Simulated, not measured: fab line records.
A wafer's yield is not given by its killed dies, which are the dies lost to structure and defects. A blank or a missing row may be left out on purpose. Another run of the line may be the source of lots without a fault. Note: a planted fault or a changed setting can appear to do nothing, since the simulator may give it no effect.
Comparing a struck lot with a sound one ; flow gf180mcu ; 14 out of 602 route steps
Sound: the wafers L342.1, L342.4, L342.6. Wafers L346.1, L346.3, L346.4 were the ones struck. At the end, the cause is stated.
At each step with rows: each side's tool, then ch and its chambers, then its first start. Under that, the readings that differ: sound wafers ; struck wafers ; difference of the means ; sigmas: that difference in standard deviations of wafers without a fault.
alike: a reading whose means differ by less than 2 such deviations, as well as words and numbers matching on both sides. not compared: withheld readings; readings where some wafer has no value; bounds like >300 that might hide an equal value; numbers whose values overlap and for which the record gives no deviation.
The two part at a step that has a row with sigmas, a row that says differs or no value, or rows on one side only. Numbers that don't overlap but have no deviation are shown without sigmas and don't part them. A reading missing from all wafers of one side parts the sides only when that side holds two or more wafers.

GF_VT_IMPLANT_RS_MEAS_47: the measuring method here is four-point-probe.
  sound: film metro-01 at day 8 15:17; struck: film metro-03 at day 10 00:05
  alike: NWELL_RS
GF_VT_IMPLANT_RS_MEAS_48: the measuring method here is four-point-probe.
  sound: film metro-01 at day 8 15:25; struck: film metro-03 at day 10 00:13
  alike: LVPWELL_RS
GF_VT_IMPLANT_RS_MEAS_49: the measuring method here is four-point-probe.
  sound: film metro-01 at day 8 15:32; struck: film metro-03 at day 10 00:20
  alike: MVPSD_RS
then, 4 steps without rows for these wafers: GF_VT_IMPLANT_WET_ETCH_50 (etches SiO2 in dHF, target depth 20 nm, time 400 s); GF_DUAL_GATE_CLEAN_00 (cleans in SC1/SC2, time 150 s); GF_DUAL_GATE_CLEAN_01 (cleans in dHF, time 20 s); GF_DUAL_GATE_OXIDATION_02 (stabilise 600 s, purge 300 s, target thk 10.887 nm).
GF_DUAL_GATE_THK_MEAS_03:
  sound: film metro-02 at day 8 19:29; struck: film metro-01 at day 10 02:05
  alike: DUAL_GATE_OXIDATION_00_THK
then, 4 steps without rows for these wafers: GF_DUAL_GATE_DEHYDRATE_04 (time 60 s); GF_DUAL_GATE_HMDS_05 (prime time 60 s); GF_DUAL_GATE_COAT_06 (resist thk 1000 nm); GF_DUAL_GATE_SOFTBAKE_07 (time 60 s).
GF_DUAL_GATE_EXPOSE_08: exposes mask Dualgate, target cd 700 nm.
  sound on iline stepper-01 ch 0, day 9 03:37; struck on iline stepper-01, day 10 11:10
  no value came back on the struck wafers for exposure dose mJ cm2, focus offset nm (nm); on the sound wafers exposure dose mJ cm2 reads 139.77 139.96 139.94
  alike: mask
then, 1 step without rows for these wafers: GF_DUAL_GATE_PEB_09.

WHERE THEY PART
Only at GF_DUAL_GATE_EXPOSE_08, within this record.

WHY: whatever the simulator had introduced
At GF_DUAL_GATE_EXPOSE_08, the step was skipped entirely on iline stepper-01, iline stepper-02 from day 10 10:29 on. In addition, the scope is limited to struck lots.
